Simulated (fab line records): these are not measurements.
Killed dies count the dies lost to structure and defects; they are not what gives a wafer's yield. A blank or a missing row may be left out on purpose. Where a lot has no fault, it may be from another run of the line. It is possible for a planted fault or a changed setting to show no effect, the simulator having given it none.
The tool behind it: which one?	flow gf180mcu	24 lots, 72 wafers sampled, at 1 step of a route of 602

WHAT EACH GAUGE READ, for each wafer
GF_V1_THK_MEAS_01.
lot	measured	on	V1_CVD_00_THK (nm)
L074	day 17 07:40	filmMetro-04	602 600 595
L075	day 17 08:25	filmMetro-04	593 595 599
L076	day 17 22:49	filmMetro-04	613 609 607
L077	day 18 05:01	filmMetro-02	594 597 587
L078	day 18 17:37	filmMetro-02	602 583 593
L079	day 19 01:12	filmMetro-02	603 602 597
L080	day 19 18:13	filmMetro-04	603 603 599
L081	day 20 00:46	filmMetro-02	597 592 595
L082	day 20 10:47	filmMetro-01	597 593 592
L083	day 20 17:31	filmMetro-04	591 586 589
L084	day 20 21:54	filmMetro-04	602 603 599
L085	day 21 06:34	filmMetro-04	596 599 590
L086	day 21 21:58	filmMetro-01	604 601 595
L087	day 22 03:57	filmMetro-01	598 594 607
L088	day 22 09:33	filmMetro-01	594 592 588
L089	day 22 18:31	filmMetro-04	603 589 606
L090	day 23 01:44	filmMetro-01	603 600 603
L091	day 23 07:49	filmMetro-04	612 610 611
L092	day 23 13:17	filmMetro-01	593 593 594
L093	day 24 06:34	filmMetro-02	599 599 601
L094	day 24 08:52	filmMetro-04	595 597 596
L095	day 24 16:10	filmMetro-04	615 617 616
L096	day 25 03:03	filmMetro-01	615 614 613
L097	day 25 09:51	filmMetro-02	606 601 614

EACH LOT AND THE TOOL THAT RAN IT (in order: tool; ch and the chambers of the sampled wafers; start)
The record holds no process step before these readings.

AS READ BY THE TOOLS THEMSELVES (means over the sampled wafers that have a number; for cases with no such wafer, the mark the record gives instead)
The record holds no such reading with a usual standard deviation.

THE ANSWER, worked out from the rows above alone
Rule: the usual values come from the lots themselves. The widest of any qualifying gaps counts: lots, ordered by their means at a reading, are off when they make up no more than a third of the lots, leave a main group of 4 or more, and stand apart from it by 3 or more times the standard deviation of that group's means. If all means in a main group match to the digits the tables above print for the reading, that group is not used. Also off: a lot with no number at a reading for which 4 or more lots have one. The other lots that the step has rows for count as sound. First the gauges in route order, then the tools' own readings, where a lot's mean is used as printed above. The first step at which some lot is off is used, and at that step the reading that is off furthest; a lot without a number counts as furthest.
No lot is off at any reading shown: from this, nothing can be told.

WHAT THE SIMULATOR HAD INSERTED
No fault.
